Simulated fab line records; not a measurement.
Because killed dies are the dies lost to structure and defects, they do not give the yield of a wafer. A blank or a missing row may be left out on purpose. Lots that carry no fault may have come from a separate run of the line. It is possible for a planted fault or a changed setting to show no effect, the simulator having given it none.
The same fault as seen by 2 desks | flow gf180mcu | every desk sees just its own numbers, and what lay behind them comes last

== METROLOGY DESK ==
Means of the sampled wafers that have a number, per lot and without regard to the tool the lot ran on: this is what the gauges read. A lot is out of limits, marked OUT, if its mean lies more than 4 standard deviations from the usual mean; the brackets give that distance.
Columns: A = V4_CVD_02_THK at GF_V4_THK_MEAS_03, usual 854 nm; B = cdNm at GF_V4_CD_MEAS_14, usual 259.3 nm
lot  | first seen here | A   | B
L888 | day 24 01:18    | 850 | 259.2
L890 | day 24 18:59    | 842 | 259.1
L892 | day 25 08:52    | 857 | 259.6
L894 | day 26 08:23    | 844 | 256.5
L897 | day 26 21:11    | 842 | 259.1
L896 | day 27 01:17    | 847 | 258.7
L901 | day 28 06:52    | 860 | 271.9 (+10) OUT
L904 | day 28 22:35    | 856 | 271.9 (+10) OUT
L905 | day 29 09:22    | 851 | 259.6
L906 | day 29 17:23    | 857 | 272.1 (+11) OUT
L908 | day 30 03:28    | 870 | 259.4
L909 | day 30 20:31    | 844 | 260.8
This desk finds L901, L904, L906 out of limits, L901 being first, at day 29 02:07 (cdNm at GF_V4_CD_MEAS_14). L888, L890, L892, L894, L897, L896, L905, L908, L909: within limits.

== FOR THE TOOL OWNER'S DESK: lithoTrack-02 ==
The tool's own readings at GF_V4_PEB_12 (peb time 90 s): means of the sampled wafers that have a number, for each lot that ran on this tool. A lot is out of limits, marked OUT, if its mean lies more than 4 standard deviations from the usual mean; the brackets give that distance.
Columns: A = heaterPowerTotalW at GF_V4_PEB_12, usual 85.69 W; B = plateTempC at GF_V4_PEB_12, usual 134.99 C
lot  | first seen here | A               | B
L890 | day 25 16:29    | 85.66           | 134.83
L896 | day 27 20:37    | 85.67           | 135.07
L901 | day 29 01:46    | 91.19 (+69) OUT | 141.57 (+44) OUT
L904 | day 29 17:34    | 91.21 (+69) OUT | 141.42 (+43) OUT
L906 | day 30 12:02    | 91.07 (+67) OUT | 141.50 (+43) OUT
This desk finds L901, L904, L906 out of limits, L901 being first, at day 29 01:46 (heaterPowerTotalW at GF_V4_PEB_12). L890, L896: within limits.

== ALL TOGETHER ==
The tool owner's desk had the chance to raise an alarm at day 29 01:46 on L901, L904, L906.
The metrology desk could have raised an alarm at day 29 02:07, on L901, L904, L906.
Of the lots named, all ran GF_V4_PEB_12 on lithoTrack-02.

== WHAT THE SIMULATOR HAD INSERTED ==
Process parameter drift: lithoTrack-02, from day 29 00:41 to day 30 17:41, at GF_V4_PEB_12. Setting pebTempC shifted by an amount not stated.
Lots struck among those shown: L901, L904, L906.
Delay (hours) between the fault's onset and each desk's first out-of-limits reading: 1 at the tool owner's desk, 1 at the metrology desk.
